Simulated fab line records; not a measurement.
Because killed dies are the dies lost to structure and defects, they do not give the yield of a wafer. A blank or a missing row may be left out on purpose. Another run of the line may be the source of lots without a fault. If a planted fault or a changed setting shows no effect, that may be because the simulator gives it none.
Split-lot trial + flow gf180mcu + route with 602 steps; 5 lots, 23 wafers read

THE SPLIT
At GF_VT_IMPLANT_IMPLANT_30, the setting energyKev was moved away from the recipe's 25 on 8 of the 23 wafers read, by -8.1% to +6.3%. This setting was run at the recipe's value on the other wafers.

The reading comes from the split's own step.

THE READING
The simulator's own value implant.drpNm, read by no gauge, in nm at GF_VT_IMPLANT_IMPLANT_30. The file gives no usual value for it.

| wafer  | tool, chamber at the split | energyKev as run | against the recipe | implant.drpNm, nm | against lot-mates on the recipe |
|--------|----------------------------|------------------|--------------------|-------------------|---------------------------------|
| L076.1 | implanter-03, 0            | 22.98            | -8.1%              | 32.3              | -3.32                           |
| L076.6 | implanter-03, 0            | 22.98            | -8.1%              | 32.3              | -3.32                           |
| L076.3 | implanter-03, 0            | 25               | recipe             | 35.62             | -                               |
| L076.4 | implanter-03, 0            | 25               | recipe             | 35.62             | -                               |
| L076.5 | implanter-03, 0            | 25               | recipe             | 35.62             | -                               |
| L077.1 | implanter-04, 0            | 25               | recipe             | 35.62             | -                               |
| L077.6 | implanter-04, 0            | 25               | recipe             | 35.62             | -                               |
| L077.3 | implanter-04, 0            | 26.57            | +6.3%              | 38.22             | +2.60                           |
| L077.4 | implanter-04, 0            | 26.57            | +6.3%              | 38.22             | +2.60                           |
| L077.5 | implanter-04, 0            | 26.57            | +6.3%              | 38.22             | +2.60                           |
| L079.1 | implanter-04, 0            | 25               | recipe             | 35.62             | -                               |
| L079.2 | implanter-04, 0            | 25               | recipe             | 35.62             | -                               |
| L079.3 | implanter-04, 0            | 25               | recipe             | 35.62             | -                               |
| L079.4 | implanter-04, 0            | 25               | recipe             | 35.62             | -                               |
| L079.5 | implanter-04, 0            | 25               | recipe             | 35.62             | -                               |
| L080.1 | implanter-02, 0            | 25               | recipe             | 35.62             | -                               |
| L080.5 | implanter-02, 0            | 25               | recipe             | 35.62             | -                               |
| L080.2 | implanter-02, 0            | 23.9             | -4.4%              | 33.79             | -1.83                           |
| L080.4 | implanter-02, 0            | 23.9             | -4.4%              | 33.79             | -1.83                           |
| L080.6 | implanter-02, 0            | 23.9             | -4.4%              | 33.79             | -1.83                           |
| L082.2 | implanter-02, 0            | 25               | recipe             | 35.62             | -                               |
| L082.5 | implanter-02, 0            | 25               | recipe             | 35.62             | -                               |
| L082.6 | implanter-02, 0            | 25               | recipe             | 35.62             | -                               |

THE FIT
A straight line over all 23 wafers: implant.drpNm changes by +0.413 nm for each +1% of energyKev; r = +1.00; the points scatter about the line by 0.0075 nm.
The same after taking each lot's own level away (the mean of its wafers on the recipe; 23 wafers): +0.413 nm for each +1%; r = +1.00; scatter 0.0075 nm.
Per that fit: largest energyKev move, reading shift of 3.3 nm.
The lots' own levels span 35.620 to 35.620 nm.
Consequently the slope shifts little with the lot-to-lot level, the two slopes agreeing.
Check: with one of the wafers moved furthest among these (-8.1%) left out of the fit, the line predicts -3.34 nm for it against its lot-mates. Against them it came out at -3.32 nm.

THESE WAFERS: OTHER SPLITS
Note: prior to the reading, these wafers also went through further splits. Each is held against what the fit with the lots' levels taken away leaves over:
| other split on the same wafers        | wafers away from the commonest value | r with implant.drpNm (lot level and that fit taken away) |
|---------------------------------------|--------------------------------------|----------------------------------------------------------|
| GF_STI_COAT_07 resistThkNm            | 11                                   | +0.29                                                    |
| GF_STI_ETCH_14 timeS                  | 7                                    | +0.29                                                    |
| GF_STI_CVD_23 sih4FlowSccm            | 10                                   | +0.04                                                    |
| GF_DNWELL_SOFTBAKE_03 tempC           | 7                                    | +0.43                                                    |
| GF_NWELL_SOFTBAKE_03 tempC            | 9                                    | +0.60                                                    |
| GF_NWELL_IMPLANT_09 doseCm2           | 8                                    | -0.11                                                    |
| GF_MVPSD_IMPLANT_09 doseCm2           | 10                                   | +0.19                                                    |
| GF_VT_IMPLANT_EXPOSE_04 doseMj        | 6                                    | +0.34                                                    |
| GF_VT_IMPLANT_COAT_13 spinRpm         | 10                                   | -0.11                                                    |
| GF_VT_IMPLANT_DEVELOP_17 developTimeS | 5                                    | +0.07                                                    |

THE WHOLE CHAIN: every reading that the file lists as answering this split, in the file's order
| step                     | what it does | reading                                                        | change (the file's fit)               | r (the file's) |
|--------------------------|--------------|----------------------------------------------------------------|---------------------------------------|----------------|
| GF_VT_IMPLANT_IMPLANT_30 |              | implant.rpNm (the simulator's own value, which no gauge read)  | +0.818 nm for each +1% of the setting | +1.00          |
| GF_VT_IMPLANT_IMPLANT_30 |              | implant.drpNm (the simulator's own value, which no gauge read) | +0.412 nm for each +1% of the setting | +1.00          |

FILE'S OWN FIT
implant.drpNm changes by +0.412 nm for each +1% of energyKev, r = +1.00.
